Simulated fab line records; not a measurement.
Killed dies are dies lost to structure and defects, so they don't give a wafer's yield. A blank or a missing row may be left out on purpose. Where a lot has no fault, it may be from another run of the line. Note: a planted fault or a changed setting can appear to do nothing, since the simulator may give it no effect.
Code-filled problem report in 8D (eight disciplines) form + flow sky130 + the parts of the form that need people (team, actions taken, sign-off) are left out

== 1. PROBLEM STATEMENT ==
Mean SONOS_ONO_OXIDATION_THK at SKY_SONOS_ONO_THK_MEAS_01: 1.92 nm over 6 wafers in 2 lots; fault-free wafers: 2.61 nm, standard deviation 0.057. That puts it -12 standard deviations away from the usual mean.
Seen first at day 16 01:01 on film_metro-04, wafer L792.1. The record has a number at this step for 36 wafers belonging to 12 lots. The rule behind "out" and "out of limits": a value lying over 4 standard deviations away from the usual mean. All remaining wafers that have a number are taken as sound.

== 2. WHAT IT IS AND WHAT IT IS NOT ==
| question                    | is                           | is not                                                              |
|-----------------------------|------------------------------|---------------------------------------------------------------------|
| which readings at this step | SONOS_ONO_OXIDATION_THK      | -                                                                   |
| which lots                  | L792, L793                   | L778, L779, L780, L781, L782, L783, L785, L786, L787, L800          |
| which wafers of those lots  | all that have a number       | -                                                                   |
| read on which gauges        | film_metro-02, film_metro-04 | film_metro-01                                                       |
| when                        | from day 16 01:01            | up to then (27 sound wafers); but 3 sound wafers of L800 came after |

== 3. WHAT RULES OUT EACH SUSPECT ==
Counting: any tool at a process step up to the reading is kept as a suspect provided that every lot that is out went through it and no sound lot did after the first of them.
- ruled out: the gauge at SKY_SONOS_ONO_THK_MEAS_01. 2 gauges (film_metro-02, film_metro-04) read the wafers that are out.
- furnace-01 at SKY_SONOS_ONO_OXIDATION_00 (stabilise 600 s, purge 300 s, target thk 2.6 nm): kept. Every lot that is out went through it, starting with L792 (day 15 23:40), and after that it ran no sound lot; the last sound lot it ran before then is L785 (day 13 19:16). On those wafers its own readings are out: spike_tc_bottom_C, spike_tc_centre_C, spike_tc_lower_C, spike_tc_top_C, spike_tc_upper_C, tube_center_temp_C, tube_center_temp_C_max.
After counting, what remains is furnace-01 at SKY_SONOS_ONO_OXIDATION_00.

== 4. THE CAUSE (what the simulator had put in) ==
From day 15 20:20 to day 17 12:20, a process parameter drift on furnace-01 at SKY_SONOS_ONO_OXIDATION_00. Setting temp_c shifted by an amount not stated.
Counting left only this tool.

== 5. THE EFFECT CHAIN, in route order ==
One row per reading whose mean, taken over the struck wafers that have a number, lies over 3 standard deviations from the usual. Readings are gone through only where the record gives a usual standard deviation; hours: the median, over the lots, of the time from a lot's start at the first step in this table giving one to that lot's start at this step; sigmas: the change measured in usual standard deviations.
| hours | step                       | reading                 | usual   | on struck wafers | change | sigmas      |
|-------|----------------------------|-------------------------|---------|------------------|--------|-------------|
| 0     | SKY_SONOS_ONO_OXIDATION_00 | spike_tc_bottom_C       | 820.0 C | 797.5            | -22.5  | -17         |
| 0     | SKY_SONOS_ONO_OXIDATION_00 | spike_tc_centre_C       | 800.2 C | 776.8            | -23.4  | -23         |
| 0     | SKY_SONOS_ONO_OXIDATION_00 | spike_tc_lower_C        | 799.0 C | 775.2            | -23.8  | -15         |
| 0     | SKY_SONOS_ONO_OXIDATION_00 | spike_tc_top_C          | 814.9 C | 792.5            | -22.4  | -22         |
| 0     | SKY_SONOS_ONO_OXIDATION_00 | spike_tc_upper_C        | 800.4 C | 777.6            | -22.8  | -23         |
| 0     | SKY_SONOS_ONO_OXIDATION_00 | tube_center_temp_C      | 800 C   | 777              | -23    | -99 or more |
| 0     | SKY_SONOS_ONO_OXIDATION_00 | tube_center_temp_C_max  | 802.1   | 778.9            | -23.2  | -66         |
| 1     | SKY_SONOS_ONO_THK_MEAS_01  | SONOS_ONO_OXIDATION_THK | 2.61 nm | 1.92             | -0.69  | -12         |
It contains these process steps:
- SKY_SONOS_ONO_OXIDATION_00: stabilise 600 s, purge 300 s, target thk 2.6 nm.

== 6. HOW IT WOULD HAVE BEEN CAUGHT EARLIER ==
The first out-of-limits reading at a measuring or inspecting step in this record came at day 16 01:01, 5 hours after the fault's start at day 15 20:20.
The tool's own readings at SKY_SONOS_ONO_OXIDATION_00 were out on every struck wafer that the step has a row for (spike_tc_bottom_C, spike_tc_centre_C, spike_tc_lower_C, spike_tc_top_C, spike_tc_upper_C, tube_center_temp_C, tube_center_temp_C_max): an alarm limit on them would have fired on the first of those.
L793, from the lots that are out (2), started SKY_SONOS_ONO_OXIDATION_00 on furnace-01 later than day 16 01:01. It would have been spared by a hold on the tool at that moment.
